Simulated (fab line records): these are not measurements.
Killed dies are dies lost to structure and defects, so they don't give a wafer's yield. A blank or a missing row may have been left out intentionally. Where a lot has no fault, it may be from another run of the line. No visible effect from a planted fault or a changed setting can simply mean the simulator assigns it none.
Which tool is to blame? :: flow sky130 :: 18 wafers from 6 lots sampled at 2 of the route's 708 steps

== WHAT EACH GAUGE READ, for each wafer ==
SKY_VIA4_THK_MEAS_01.
lot: L397
measured: day 41 19:41
on: filmMetro-02
VIA4_HDPCVD_THK (nm): 1750 1773 1747

lot: L404
measured: day 43 19:09
on: filmMetro-01
VIA4_HDPCVD_THK (nm): 1740 1749 1734

lot: L407
measured: day 44 16:42
on: filmMetro-03
VIA4_HDPCVD_THK (nm): 1734 1747 1775

lot: L410
measured: day 45 10:17
on: filmMetro-03
VIA4_HDPCVD_THK (nm): 1751 1736 1742

lot: L415
measured: day 47 05:18
on: filmMetro-01
VIA4_HDPCVD_THK (nm): 1742 1768 1755

lot: L416
measured: day 47 17:49
on: filmMetro-02
VIA4_HDPCVD_THK (nm): 1751 1770 1770

== TOOL THAT RAN EACH LOT (tool first, then ch and the chambers of the sampled wafers, then the start) ==
lot: L397
SKY_VT_ADJUST_NCORE_STRIP_10: plasmaAsher-01 ch 0,1, day 8 17:19

lot: L404
SKY_VT_ADJUST_NCORE_STRIP_10: plasmaAsher-02 ch 0,1, day 10 14:12

lot: L407
SKY_VT_ADJUST_NCORE_STRIP_10: plasmaAsher-01 ch 0,1, day 11 14:04

lot: L410
SKY_VT_ADJUST_NCORE_STRIP_10: plasmaAsher-02 ch 0,1, day 12 10:01

lot: L415
SKY_VT_ADJUST_NCORE_STRIP_10: plasmaAsher-03 ch 0,1, day 14 13:56

lot: L416
SKY_VT_ADJUST_NCORE_STRIP_10: plasmaAsher-03 ch 0,1, day 15 02:55
- SKY_VT_ADJUST_NCORE_STRIP_10: strips in O2/N2.

== THE ANSWER, worked out from the rows above alone ==
Rule: usual is defined by the lots themselves. Put in order of their means at a reading, lots are off if they are a third of the lots or fewer, leave a main group of 4 or more, and stand apart from it by a gap of 3 or more times the standard deviation of the main group's means; of several such gaps the widest counts. A main group is skipped when, at the precision printed for the reading in the tables above, its means are all equal. Also off: a lot with no number at a reading for which 4 or more lots have one. The other lots that the step has rows for count as sound.
Nothing can be told from this: no lot is off at any reading shown.

== WHAT THE SIMULATOR HAD PUT IN ==
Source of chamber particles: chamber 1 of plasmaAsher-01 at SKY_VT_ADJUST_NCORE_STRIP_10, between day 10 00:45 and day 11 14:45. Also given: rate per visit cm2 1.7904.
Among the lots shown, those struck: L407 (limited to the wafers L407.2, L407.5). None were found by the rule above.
